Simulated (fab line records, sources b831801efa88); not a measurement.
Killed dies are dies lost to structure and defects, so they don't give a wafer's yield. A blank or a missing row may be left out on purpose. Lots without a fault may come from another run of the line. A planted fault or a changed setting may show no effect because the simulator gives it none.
Which tool did it? | flow sky130 | 6 lots, 18 wafers sampled, at 1 step of a route of 708

WHAT THE GAUGES READ, wafer by wafer
SKY_POLY_GATE_CD_MEAS_13: target cd 150 nm.
lot  | measured     | on        | cd_nm (nm)
L711 | day 17 03:07 | cd_sem-01 | 147.9 149.0 149.6
L713 | day 17 20:22 | cd_sem-02 | 149.4 150.7 152.6
L715 | day 19 07:14 | cd_sem-01 | 152.6 152.4 152.4
L718 | day 19 19:30 | cd_sem-01 | 149.5 149.9 148.6
L723 | day 21 08:40 | cd_sem-01 | 150.1 150.7 151.5
L730 | day 23 23:59 | cd_sem-01 | 150.6 149.6 150.9

WHICH TOOL RAN EACH LOT (tool, then ch and the chambers of the sampled wafers, then the start)
The record holds no process step before these readings.

THE ANSWER, worked out from the rows above alone
Rule: what is usual is taken from the lots themselves. Put in order of their means at a reading, lots are off if they are a third of the lots or fewer, leave a main group of 4 or more, and stand apart from it by a gap of 3 or more times the standard deviation of the main group's means; of several such gaps the widest counts. A main group whose means are all the same, to the digits that the tables above print for the reading, isn't used. A lot without any number at a reading at which 4 lots or more have one is off too. The other lots that the step has rows for count as sound.
No lot is off at any reading shown: from this, nothing can be told.

WHAT THE SIMULATOR HAD PUT IN
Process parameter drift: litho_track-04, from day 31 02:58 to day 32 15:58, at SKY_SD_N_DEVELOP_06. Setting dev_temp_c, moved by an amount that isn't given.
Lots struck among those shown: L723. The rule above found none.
